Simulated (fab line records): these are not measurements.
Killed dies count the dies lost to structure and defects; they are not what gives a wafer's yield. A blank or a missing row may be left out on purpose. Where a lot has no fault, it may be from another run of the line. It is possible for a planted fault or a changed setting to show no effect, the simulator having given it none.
Which of the tools did it?	flow gf180mcu	42 wafers from 14 lots sampled at 2 of the route's 602 steps

## WHAT EACH GAUGE READ, for each wafer
GF_V3_THK_MEAS_03.
lot	measured	on	V3_CVD_02_THK (nm)
L666	day 21 14:23	film metro-02	859 857 854
L667	day 22 00:25	film metro-04	836 844 848
L669	day 22 14:30	film metro-02	838 854 856
L670	day 22 18:01	film metro-01	832 835 853
L672	day 23 08:24	film metro-04	850 871 852
L674	day 24 12:09	film metro-02	839 851 852
L675	day 24 17:09	film metro-01	838 835 844
L677	day 25 07:35	film metro-01	827 862 851
L683	day 27 09:26	film metro-01	847 823 846
L684	day 27 14:00	film metro-02	837 857 861
L686	day 28 00:01	film metro-04	818 850 843
L687	day 28 07:48	film metro-01	831 842 836
L688	day 28 16:47	film metro-02	841 857 843
L689	day 28 18:30	film metro-02	854 868 866

GF_V3_THK_MEAS_25: measures by xrf.
lot	measured	on	V3_W_THK (nm)
L666	day 22 15:39	film metro-02	348 355 348
L667	day 23 00:51	film metro-01	351 355 356
L669	day 23 14:46	film metro-02	348 344 337
L670	day 23 18:32	film metro-04	345 346 348
L672	day 24 07:19	film metro-04	352 357 352
L674	day 25 11:14	film metro-04	346 354 355
L675	day 25 16:32	film metro-04	347 352 350
L677	day 26 06:07	film metro-04	355 362 352
L683	day 28 07:29	film metro-01	349 347 350
L684	day 28 12:13	film metro-04	356 353 355
L686	day 28 21:55	film metro-01	351 344 347
L687	day 29 03:55	film metro-04	357 352 354
L688	day 29 13:25	film metro-04	351 354 360
L689	day 29 15:13	film metro-02	349 346 350

## WHAT TOOL EACH LOT RAN ON (gives the tool, then ch and the chambers of the sampled wafers, and finally the start)
Record: no process step prior to these readings.

## WHAT THE TOOLS THEMSELVES READ (means of the sampled wafers that have a number; where no wafer has one, the mark that the record gives instead)
The record holds no such reading with a usual standard deviation.

## THE ANSWER, worked out from the rows above alone
Rule: usual is defined by the lots themselves. Put in order of their means at a reading, lots are off if they are a third of the lots or fewer, leave a main group of 4 or more, and stand apart from it by a gap of 3 or more times the standard deviation of the main group's means; of several such gaps the widest counts. Not used: any main group whose means are identical at the precision the tables above print for the reading. Also off: a lot with no number at a reading for which 4 or more lots have one. Where the step has rows for the other lots, those lots are counted as sound. First the gauges in route order, then the tools' own readings, where a lot's mean is used as printed above. The first step at which some lot is off is used, and at that step the reading that is off furthest; a lot without a number counts as furthest.
No lot is off on any of the readings shown, so nothing can be concluded from this.

## WHAT THE SIMULATOR HAD INSERTED
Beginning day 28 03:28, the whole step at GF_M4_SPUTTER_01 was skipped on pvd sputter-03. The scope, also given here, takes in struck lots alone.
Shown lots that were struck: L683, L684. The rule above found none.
